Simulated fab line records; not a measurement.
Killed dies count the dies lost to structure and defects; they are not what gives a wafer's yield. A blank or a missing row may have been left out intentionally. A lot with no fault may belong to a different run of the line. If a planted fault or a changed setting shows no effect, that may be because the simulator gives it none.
Which tool did it?	flow gf180mcu	14 lots with 42 wafers sampled at 2 steps, on a route of 602 steps

WHAT THE GAUGES SHOWED, per wafer
GF_V2_THK_MEAS_25: measures by xrf. Usual: V2_W_THK gives 353 nm (standard deviation 4).
lot	measured	on	V2_W_THK (nm)	flag
L412	day 20 01:27	filmMetro-04	345 347 354	
L414	day 21 00:36	filmMetro-03	348 353 357	
L416	day 21 12:20	filmMetro-02	359 350 350	
L417	day 22 08:32	filmMetro-02	352 352 348	
L418	day 22 11:04	filmMetro-04	343 347 349	
L419	day 22 20:13	filmMetro-02	356 354 351	
L420	day 23 06:47	filmMetro-03	353 354 352	
L421	day 23 16:28	filmMetro-03	352 354 351	
L423	day 24 11:07	filmMetro-04	352 351 351	
L424	day 24 14:38	filmMetro-04	349 354 350	
L425	day 25 07:21	filmMetro-02	361 357 363	
L426	day 25 14:45	filmMetro-04	346 356 353	
L427	day 25 20:25	filmMetro-04	348 351 350	
L428	day 26 01:49	filmMetro-02	356 356 353	

EACH LOT AND THE TOOL THAT RAN IT (in order: tool; ch and the chambers of the sampled wafers; start)
lot	GF_V2_CVD_23
L412	cvdW-01 ch 0,1, day 20 01:13
L414	cvdW-01 ch 0,1, day 21 00:22
L416	cvdW-01 ch 0,1, day 21 12:06
L417	cvdW-01 ch 0, day 22 08:11
L418	cvdW-02 ch 0,1, day 22 10:50
L419	cvdW-01 ch 0,1, day 22 19:59
L420	cvdW-02 ch 0,1, day 23 06:32
L421	cvdW-01 ch 0,1, day 23 16:14
L423	cvdW-01 ch 0,1, day 24 10:53
L424	cvdW-01 ch 0,1, day 24 14:25
L425	cvdW-01 ch 0,1, day 25 07:07
L426	cvdW-02 ch 0,1, day 25 14:31
L427	cvdW-02 ch 0,1, day 25 20:10
L428	cvdW-01 ch 0,1, day 26 01:34
- GF_V2_CVD_23: deposits W, target thk 350 nm, time 104.94 s.

WHAT THE TOOLS THEMSELVES READ (means of the sampled wafers that have a number; where no wafer has one, the mark that the record gives instead)
GF_V2_CVD_23. Usual: heaterPowerOuterW 545 W, standard deviation 73; heaterPowerW 863 W, standard deviation 85.
lot	tool	heaterPowerOuterW (W)	heaterPowerW (W)	flag
L412	cvdW-01	485	779	
L414	cvdW-01	477	778	
L416	cvdW-01	497	780	
L417	cvdW-01	544	888	
L418	cvdW-02	601	922	
L419	cvdW-01	495	785	
L420	cvdW-02	601	939	
L421	cvdW-01	497	778	
L423	cvdW-01	496	776	
L424	cvdW-01	523	834	
L425	cvdW-01	489	787	
L426	cvdW-02	559	902	
L427	cvdW-02	607	929	
L428	cvdW-01	525	837	

THE ANSWER, worked out from the rows above alone
Rule: take the mean of a lot's wafers that have a number; if it is more than 3 standard deviations from the usual mean, the lot is off. Also off: a lot with no number at a reading for which 4 or more lots have one. All remaining lots with rows at the step are treated as sound. First the gauges in route order, then the tools' own readings, where a lot's mean is used as printed above. The first step at which some lot is off is used, and at that step the reading that is off furthest; a lot without a number counts as furthest.
No lot is off at any reading shown: from this, nothing can be told.

WHAT THE SIMULATOR PUT IN
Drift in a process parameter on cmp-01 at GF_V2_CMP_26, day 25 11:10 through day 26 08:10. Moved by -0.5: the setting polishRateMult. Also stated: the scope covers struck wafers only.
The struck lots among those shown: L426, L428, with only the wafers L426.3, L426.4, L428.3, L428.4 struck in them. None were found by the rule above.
